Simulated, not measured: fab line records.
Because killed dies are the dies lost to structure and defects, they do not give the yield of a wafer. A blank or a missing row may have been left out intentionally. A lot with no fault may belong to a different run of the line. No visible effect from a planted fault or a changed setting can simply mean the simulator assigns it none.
Problem report, 8D (eight disciplines) form, completed by code :: flow gf180mcu :: the parts of the form that need people (team, actions taken, sign-off) are left out

## 1. WHAT IS WRONG
Mean of overpolishRunS at GF_V1_CMP_26: 0.037 s across 6 wafers in 2 lots; on wafers with no fault it is 15.000 s (standard deviation 0.0094). So: -99 or more standard deviations from the usual mean.
The step: polishes, stops on SiO2, t overpolish 15 s, target thk 0 nm.
First seen on wafer L919.3, day 20 08:48, on cmp-01. At this step, 42 wafers from 14 lots have a number in the record. Rule for "out", or "out of limits": more than 4 standard deviations from the usual mean. The other wafers with a number count as sound.

## 2. WHAT IT IS, WHAT IT ISN'T
question: which readings at this step
is: overpolishRunS, timeToEndpointS
is not: motorCurrentA, slurryFlowMlMin

question: which lots
is: L919, L922
is not: L913, L914, L915, L916, L917, L918, L926, L927, L929, L930, L931, L936

question: which wafers of those lots
is: all that have a number
is not: -

question: read on which tools
is: cmp-01
is not: cmp-02

question: when
is: from day 20 08:48
is not: up to then (15 sound wafers); but 21 sound wafers of L918, L926, L927, L929, L930, L931, L936 came after

## 3. THE SUSPECTS, EACH WITH WHAT RULES IT OUT
Counting: a tool stays on the suspect list if, at a process step up to the reading, it processed all lots that are out and no sound lot following the first of them.
- cmp-01 at GF_V1_CMP_26 (polishes, stops on SiO2, t overpolish 15 s, target thk 0 nm): kept. It ran every lot that is out, first L919 (day 20 08:48), and no sound lot after that; its last sound lot up to then is L917 (day 19 17:12). Out on those wafers are its own readings of overpolishRunS, timeToEndpointS.
After counting, what remains is cmp-01 at GF_V1_CMP_26.

## 4. THE CAUSE (what the simulator had put in)
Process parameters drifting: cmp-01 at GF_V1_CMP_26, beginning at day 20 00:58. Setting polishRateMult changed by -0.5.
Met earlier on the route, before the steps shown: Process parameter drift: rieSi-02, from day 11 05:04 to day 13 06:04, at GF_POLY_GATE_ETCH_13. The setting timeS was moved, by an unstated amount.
Counting left only this tool.

## 5. SEQUENCE OF EFFECTS, ordered by route
Each row: a reading whose mean over the struck wafers that have a number lies more than 3 standard deviations from the usual. Only readings whose record carries a usual standard deviation are examined. hours: median over the lots of the time between each lot's start at the first step of this table that gives one and its start at this step. sigmas: the change, counted in usual standard deviations.
hours: 0
step: GF_V1_CMP_26
reading: overpolishRunS
usual: 15.000 s
on struck wafers: 0.037
change: -14.963
sigmas: -99 or more

hours: 0
step: GF_V1_CMP_26
reading: timeToEndpointS
usual: 85 s
on struck wafers: 128
change: +43
sigmas: +12
Here are the process steps it includes:
- GF_V1_CMP_26: polishes, stops on SiO2, t overpolish 15 s, target thk 0 nm.

## 6. WHAT WOULD HAVE CAUGHT IT SOONER
First out-of-limits reading in this record: day 20 08:48, which is 8 hours after fault onset at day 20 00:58.
